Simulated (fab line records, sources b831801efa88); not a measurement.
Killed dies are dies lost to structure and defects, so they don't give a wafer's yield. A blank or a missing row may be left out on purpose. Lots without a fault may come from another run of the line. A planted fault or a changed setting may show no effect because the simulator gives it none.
One fault seen from 2 desks | flow sky130 | each desk has only its own numbers; what lay behind them comes last

THE METROLOGY DESK
What the gauges read, lot by lot, whatever tool the lot ran on: means of the sampled wafers that have a number. A lot is out of limits, marked OUT, if its mean lies more than 4 standard deviations from the usual mean; the brackets give that distance.
Columns: A = METAL1_OVL at SKY_METAL1_OVL_MEAS_16, usual 0 nm; B = cd_nm at SKY_VIA1_CD_MEAS_12, usual 149.8 nm; C = METAL2_ALCU_THK at SKY_METAL2_THK_MEAS_06, usual 247 nm
lot  | first seen here | A  | B     | C
L753 | day 33 03:10    | 10 | 149.7 | 244
L754 | day 33 04:49    | 1  | 150.3 | 252
L758 | day 35 06:08    | -1 | 148.7 | 248
L759 | day 35 08:35    | 1  | 152.0 | 246
L760 | day 35 10:04    | 11 | 150.8 | 245
L762 | day 36 04:31    | 7  | 148.7 | 241
L768 | day 37 16:53    | 5  | 150.9 | 261
L770 | day 38 02:52    | 0  | 150.6 | 265 (+4.5) OUT
L773 | day 39 05:04    | -0 | 149.4 | 245
L775 | day 39 19:11    | -3 | 151.4 | 246
L776 | day 40 02:14    | -3 | 151.5 | 248
This desk's finding: out of limits on L770; first on L770, day 39 08:02 (METAL2_ALCU_THK at SKY_METAL2_THK_MEAS_06). In limits: L753, L754, L758, L759, L760, L762, L768, L773, L775, L776.

THE TOOL OWNER'S DESK: pvd_sputter-01
The tool's own readings at SKY_METAL2_SPUTTER_04 (material TiN, target thk 70 nm, time 58.3 s): means of the sampled wafers that have a number, for each lot that ran on this tool. A lot is out of limits, marked OUT, if its mean lies more than 4 standard deviations from the usual mean; the brackets give that distance.
Columns: A = throttle_valve_pct at SKY_METAL2_SPUTTER_04, usual 29.5 %
lot  | first seen here | A
L753 | day 34 08:44    | 29.7
L759 | day 36 14:40    | 29.4
L762 | day 37 09:18    | 30.3
L768 | day 38 22:15    | 30.1
L770 | day 39 07:52    | 29.4
This desk's finding: nothing out of limits on any of the 5 lots.

PUT TOGETHER
The metrology desk could have raised an alarm at day 39 08:02, on L770.
The tool owner's desk saw nothing out of limits.
The tool owner's desk has L770 on record, within its limits.
Of the lots named, all ran SKY_METAL2_SPUTTER_04 on pvd_sputter-01.

WHAT THE SIMULATOR HAD PUT IN
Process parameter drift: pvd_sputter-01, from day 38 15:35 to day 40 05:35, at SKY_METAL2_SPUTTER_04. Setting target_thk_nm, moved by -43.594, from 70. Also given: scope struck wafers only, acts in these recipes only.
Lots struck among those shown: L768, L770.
Hours from the fault's start to each desk's first reading out of limits: the metrology desk, 16.
